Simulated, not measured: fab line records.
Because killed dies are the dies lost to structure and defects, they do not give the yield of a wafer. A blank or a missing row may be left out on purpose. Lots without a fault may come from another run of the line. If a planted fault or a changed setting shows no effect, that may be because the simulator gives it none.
2 desks looking at one fault | flow sky130 | what lay behind the numbers comes last; until then each desk has only its own

## FROM THE METROLOGY DESK
Lot by lot, what the gauges showed, no matter which tool ran the lot: averages of those sampled wafers that carry a number. The brackets show how far a lot's mean lies from the usual mean; more than 4 standard deviations puts the lot out of limits, marked OUT.
Columns: A = VIA3_BOW at SKY_VIA3_BOW_MEAS_03, usual 77 um
lot  | first seen here | A
L737 | day 38 06:55    | 78
L740 | day 39 16:46    | 78
L741 | day 40 18:06    | 86
L743 | day 40 21:04    | 78
L747 | day 41 23:53    | 84
L752 | day 43 12:47    | 73
L753 | day 43 18:42    | 85
L756 | day 44 04:01    | 76
L757 | day 44 10:37    | 73
L758 | day 44 17:16    | 83
L760 | day 45 14:54    | 78
L759 | day 46 18:11    | 75
This desk's finding: nothing out of limits on any of the 12 lots.

## DESK OF THE TOOL OWNER: rie diel-04
The tool's own readings at SKY_METAL3_ETCH_17 (etches SiO2 in C4F8/O2/Ar, stops on TiN, time 3.9 s, target depth 15 nm): means of the sampled wafers that have a number, for each lot that ran on this tool. The brackets show how far a lot's mean lies from the usual mean; more than 4 standard deviations puts the lot out of limits, marked OUT.
Columns: A = bias w at SKY_METAL3_ETCH_17, usual 1200 W; B = oes product au at SKY_METAL3_ETCH_17, usual 0.755 a.u.; C = rf fwd power W at SKY_METAL3_ETCH_17, usual 1466 W
lot  | first seen here | A    | B     | C
L737 | day 38 05:24    | 1203 | 0.754 | 1466
L741 | day 40 16:13    | 1198 | 0.764 | 1465
L743 | day 40 19:33    | 1196 | 0.748 | 1227 (-32) OUT
L747 | day 41 22:34    | 1206 | 0.753 | 1218 (-33) OUT
L757 | day 44 09:15    | 1198 | 0.751 | 1472
This desk's finding: out of limits on L743, L747; first on L743, day 40 19:33 (rf fwd power W at SKY_METAL3_ETCH_17). In limits: L737, L741, L757.

## BROUGHT TOGETHER
An alarm could have come from the tool owner's desk at day 40 19:33, on L743, L747.
From the metrology desk's view, nothing was out of limits.
The metrology desk holds a record of L743, L747, inside its limits.
Every lot named ran SKY_METAL3_ETCH_17 on rie diel-04.

## WHAT HAD BEEN PUT IN BY THE SIMULATOR
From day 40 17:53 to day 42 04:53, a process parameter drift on rie diel-04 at SKY_METAL3_ETCH_17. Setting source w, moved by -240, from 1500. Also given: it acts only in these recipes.
Struck lots among those shown: L743, L747.
Delay in hours, fault start to first out-of-limits reading, by desk: the tool owner's desk at 2.
